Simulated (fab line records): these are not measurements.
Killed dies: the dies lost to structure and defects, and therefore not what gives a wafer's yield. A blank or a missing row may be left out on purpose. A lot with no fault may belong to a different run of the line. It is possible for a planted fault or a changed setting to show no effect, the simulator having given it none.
Which tool did it? | flow sky130 | Sampling: 13 lots, 38 wafers, 5 of 708 route steps

## WHAT THE GAUGES SHOWED, per wafer
SKY_VIA1_THK_MEAS_23: measures by xrf. Usual: for VIA1_W_THK the level is 270 nm and the standard deviation is 4.
lot  | measured     | on            | VIA1_W_THK (nm) | flag
L936 | day 34 03:52 | film-metro-01 | 275 275 272     |
L938 | day 34 11:55 | film-metro-01 | 272 276 272     |
L940 | day 34 13:31 | film-metro-01 | 268 267 273     |
L941 | day 35 05:59 | film-metro-02 | 267 264 271     |
L942 | day 35 14:31 | film-metro-01 | 270 269 271     |
L946 | day 36 21:25 | film-metro-01 | 268 270         |
L948 | day 37 09:52 | film-metro-01 | 273 272 270     |
L952 | day 38 22:28 | film-metro-02 | 265 263 264     |
L955 | day 39 17:31 | film-metro-02 | 269 264 266     |
L956 | day 39 20:30 | film-metro-03 | 270 267 272     |
L957 | day 40 06:27 | film-metro-01 | 275 275 277     |
L958 | day 40 13:06 | film-metro-03 | 267 264 267     |
L959 | day 41 04:31 | film-metro-02 | 270 271 273     |

SKY_METAL2_OVL_MEAS_16. Usual: for METAL2_OVL the level is -2 nm and the standard deviation is 5.6.
lot  | measured     | on         | METAL2_OVL (nm) | flag
L936 | day 35 07:19 | overlay-02 | -5 -2 7         |
L938 | day 35 14:35 | overlay-01 | -3 1 -1         |
L940 | day 35 16:46 | overlay-01 | 0 0 -5          |
L941 | day 36 08:23 | overlay-01 | 4 -6 -1         |
L942 | day 36 16:47 | overlay-02 | -1 -6 -3        |
L946 | day 37 23:37 | overlay-02 | 6 -2            |
L948 | day 38 12:27 | overlay-01 | -5 -6 -10       |
L952 | day 39 23:22 | overlay-01 | -4 -6 -4        |
L955 | day 40 18:21 | overlay-02 | -1 -3 2         |
L956 | day 40 20:57 | overlay-02 | -4 -3 -1        |
L957 | day 41 06:53 | overlay-01 | 3 3 3           |
L958 | day 41 13:38 | overlay-02 | 6 7 11          |
L959 | day 42 04:57 | overlay-01 | -2 2 -7         |

SKY_VIA2_THK_MEAS_01. Usual: for VIA2_HDPCVD_THK the level is 1170 nm and the standard deviation is 14.
lot  | measured     | on            | VIA2_HDPCVD_THK (nm) | flag
L936 | day 35 08:16 | film-metro-01 | 1183 1170 1194       |
L938 | day 35 15:35 | film-metro-01 | 1167 1163 1162       |
L940 | day 35 17:45 | film-metro-04 | 1176 1150 1168       |
L941 | day 36 09:20 | film-metro-04 | 1157 1176 1182       |
L942 | day 36 17:44 | film-metro-04 | 1179 1185 1166       |
L946 | day 38 00:34 | film-metro-04 | 1385 1391            | OFF
L948 | day 38 13:28 | film-metro-03 | 1390 1378 1401       | OFF
L952 | day 40 00:23 | film-metro-04 | 1177 1183 1185       |
L955 | day 40 19:23 | film-metro-01 | 1199 1185 1184       |
L956 | day 40 21:58 | film-metro-04 | 1175 1179 1190       |
L957 | day 41 07:52 | film-metro-03 | 1168 1165 1184       |
L958 | day 41 14:35 | film-metro-04 | 1159 1168 1165       |
L959 | day 42 05:56 | film-metro-04 | 1171 1179 1159       |

SKY_VIA2_CD_MEAS_12: target cd 200 nm. Usual: 199.8 nm for cd-nm, sd 1.2.
lot  | measured     | on        | cd-nm (nm)        | flag
L936 | day 36 10:25 | cd-sem-02 | 199.2 197.7 198.8 |
L938 | day 36 17:22 | cd-sem-01 | 200.5 199.6 199.7 |
L940 | day 36 19:31 | cd-sem-02 | 199.1 198.4 198.9 |
L941 | day 37 10:41 | cd-sem-01 | 198.9 199.9 200.2 |
L942 | day 37 20:07 | cd-sem-01 | 201.1 200.6 200.9 |
L946 | day 39 02:13 | cd-sem-02 | 197.6 196.5       |
L948 | day 39 14:23 | cd-sem-02 | 200.1 201.5 201.6 |
L952 | day 41 00:44 | cd-sem-01 | 198.9 199.3 198.1 |
L955 | day 41 19:58 | cd-sem-02 | 201.3 200.8 200.9 |
L956 | day 41 22:23 | cd-sem-01 | 200.0 200.5 201.3 |
L957 | day 42 08:34 | cd-sem-01 | 202.1 202.3 201.7 |
L958 | day 42 14:57 | cd-sem-01 | 200.5 199.3 198.8 |
L959 | day 43 06:48 | cd-sem-01 | 199.2 199.6 201.3 |

## EACH LOT AND THE TOOL THAT RAN IT (in order: tool; ch and the chambers of the sampled wafers; start)
lot  | SKY_VIA2_HDPCVD_00
L936 | hdpcvd-01 ch 0,1, day 35 08:08
L938 | hdpcvd-01 ch 1,2, day 35 15:28
L940 | hdpcvd-01 ch 0,1, day 35 17:38
L941 | hdpcvd-02 ch 0,1,2, day 36 09:13
L942 | hdpcvd-02 ch 0,2, day 36 17:37
L946 | hdpcvd-01 ch 0,2, day 38 00:28
L948 | hdpcvd-01 ch 0,1,2, day 38 13:20
L952 | hdpcvd-02 ch 0,1,2, day 40 00:17
L955 | hdpcvd-02 ch 0,1,2, day 40 19:15
L956 | hdpcvd-02 ch 0,1,2, day 40 21:50
L957 | hdpcvd-02 ch 1,2, day 41 07:44
L958 | hdpcvd-01 ch 1,2, day 41 14:27
L959 | hdpcvd-01 ch 0,2, day 42 05:47
- SKY_VIA2_HDPCVD_00: deposits SiO2, target thk 1180 nm, time 196.7 s.

## AS READ BY THE TOOLS THEMSELVES (means over the sampled wafers that have a number; for cases with no such wafer, the mark the record gives instead)
SKY_VIA2_HDPCVD_00. Usual: 59.99 sccm for sih4-flow-sccm, sd 0.18.
lot  | tool      | sih4-flow-sccm (sccm) | flag
L936 | hdpcvd-01 | 59.98                 |
L938 | hdpcvd-01 | 60.07                 |
L940 | hdpcvd-01 | 60.18                 |
L941 | hdpcvd-02 | 59.97                 |
L942 | hdpcvd-02 | 59.90                 |
L946 | hdpcvd-01 | 71.97                 | OFF
L948 | hdpcvd-01 | 72.06                 | OFF
L952 | hdpcvd-02 | 59.98                 |
L955 | hdpcvd-02 | 59.94                 |
L956 | hdpcvd-02 | 60.08                 |
L957 | hdpcvd-02 | 59.87                 |
L958 | hdpcvd-01 | 60.01                 |
L959 | hdpcvd-01 | 60.07                 |

## THE ANSWER, worked out from the rows above alone
Rule: a lot is off if the mean of its wafers that have a number lies more than 3 standard deviations from the usual mean. Also off: a lot with no number at a reading for which 4 or more lots have one. Where the step has rows for the other lots, those lots are counted as sound. The gauges are gone through in route order, then the tools' own readings, and for those a lot's mean is taken as printed above. The first step at which some lot is off is used, and at that step the reading that is off furthest; a lot without a number counts as furthest.
Off: L946, L948, at SKY_VIA2_THK_MEAS_01 (VIA2_HDPCVD_THK).
A tool fits if, at a process step before that reading, it ran every lot that is off, and no sound lot after the first of them. Not tried: the gauges at SKY_VIA2_THK_MEAS_01; whatever is off there is also off at SKY_VIA2_HDPCVD_00, on other tools, and gauge error can't account for it. No candidate that was tried fits.

## WHAT WAS PUT IN BY THE SIMULATOR
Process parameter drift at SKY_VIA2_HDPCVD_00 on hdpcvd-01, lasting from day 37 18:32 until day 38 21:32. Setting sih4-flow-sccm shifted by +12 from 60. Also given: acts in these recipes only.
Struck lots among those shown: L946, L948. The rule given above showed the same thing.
